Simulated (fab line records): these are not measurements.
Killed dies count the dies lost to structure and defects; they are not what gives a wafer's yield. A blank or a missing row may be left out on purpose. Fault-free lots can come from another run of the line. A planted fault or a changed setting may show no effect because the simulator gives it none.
A single fault, viewed from 2 desks | flow sky130 | each desk holds nothing but its own numbers, with what lay behind them at the end

AT THE METROLOGY DESK
What the gauges read for every lot (on any tool): the sampled wafers with a number, averaged. Any lot whose mean is over 4 standard deviations away from the usual mean is out of limits and marked OUT; that distance is given in the brackets.
Columns: A = FIELD_ISO_OXIDATION_00_THK at SKY_FIELD_ISO_THK_MEAS_02, usual 11.93 nm; B = PWDE_OVL at SKY_PWDE_OVL_MEAS_07, usual 0.4 nm; C = VT_ADJUST_LVTN_2_TW at SKY_VT_ADJUST_LVTN_TW_MEAS_21, usual 187.5; D = cd nm at SKY_VT_ADJUST_NCORE_CD_MEAS_07, usual 380.1 nm
lot  | first seen here | A     | B    | C                | D
L594 | day 1 16:38     | 11.98 | -1.1 | 188.7            | 375.9
L596 | day 2 03:26     | 11.80 | 1.5  | 185.8            | 377.2
L597 | day 2 07:53     | 12.03 | -1.1 | 190.2            | 384.1
L599 | day 2 19:28     | 11.91 | 1.5  | 184.1            | 383.2
L600 | day 2 23:49     | 11.94 | -1.0 | 190.4            | 380.1
L601 | day 3 04:53     | 11.86 | -0.4 | 186.3            | 382.8
L602 | day 3 09:21     | 11.96 | 0.5  | 185.7            | 378.3
L605 | day 3 23:38     | 11.49 | -1.0 | 168.5 (-8.7) OUT | 377.2
L607 | day 4 09:38     | 11.81 | 2.2  | 185.9            | 383.0
L608 | day 4 15:27     | 12.29 | -0.2 | 172.6 (-6.8) OUT | 380.8
L613 | day 5 15:38     | 11.93 | -1.3 | 190.6            | 380.4
L614 | day 5 21:53     | 11.88 | -0.6 | 189.4            | 382.0
L615 | day 6 02:32     | 11.87 | 1.1  | 185.4            | 382.3
L616 | day 6 06:57     | 12.06 | 1.2  | 189.1            | 379.1
This desk's result: L605, L608 out of limits, first on L605 (VT_ADJUST_LVTN_2_TW at SKY_VT_ADJUST_LVTN_TW_MEAS_21), day 11 05:02. Within limits: L594, L596, L597, L599, L600, L601, L602, L607, L613, L614, L615, L616.

THE TOOL OWNER'S DESK: implanter-04
The tool's own readings at SKY_VT_ADJUST_LVTN_IMPLANT_19, given as means over the sampled wafers that have a number, one for each lot that went through this tool. Any lot whose mean is over 4 standard deviations away from the usual mean is out of limits and marked OUT; that distance is given in the brackets.
Columns: A = dose ions cm2 at SKY_VT_ADJUST_LVTN_IMPLANT_19, usual 6.502e+11; B = faraday current uA at SKY_VT_ADJUST_LVTN_IMPLANT_19, usual 3.68
lot  | first seen here | A                           | B
L597 | day 8 18:53     | 6.493e+11                   | 3.71
L600 | day 9 18:08     | 6.501e+11                   | 3.70
L601 | day 10 02:06    | 6.505e+11                   | 3.70
L605 | day 11 04:48    | 4.478e+11 (-99 or more) OUT | 2.54 (-16) OUT
L608 | day 12 06:23    | 4.484e+11 (-99 or more) OUT | 2.55 (-15) OUT
This desk's verdict: out of limits on L605, L608, starting with L605 at day 11 04:48 (dose ions cm2 at SKY_VT_ADJUST_LVTN_IMPLANT_19). Within limits: L597, L600, L601.

BROUGHT TOGETHER
The tool owner's desk could have raised an alarm at day 11 04:48, on L605, L608.
L605, L608 would have let the metrology desk raise an alarm at day 11 05:02.
All the named lots went through SKY_VT_ADJUST_LVTN_IMPLANT_19 on implanter-04.

WHAT WAS PUT IN BY THE SIMULATOR
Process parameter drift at SKY_VT_ADJUST_LVTN_IMPLANT_19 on implanter-04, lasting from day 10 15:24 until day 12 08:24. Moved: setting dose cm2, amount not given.
Shown lots that were struck: L605, L608.
Counting hours from when the fault started, the first reading out of limits came at 13 for the tool owner's desk and at 14 for the metrology desk.
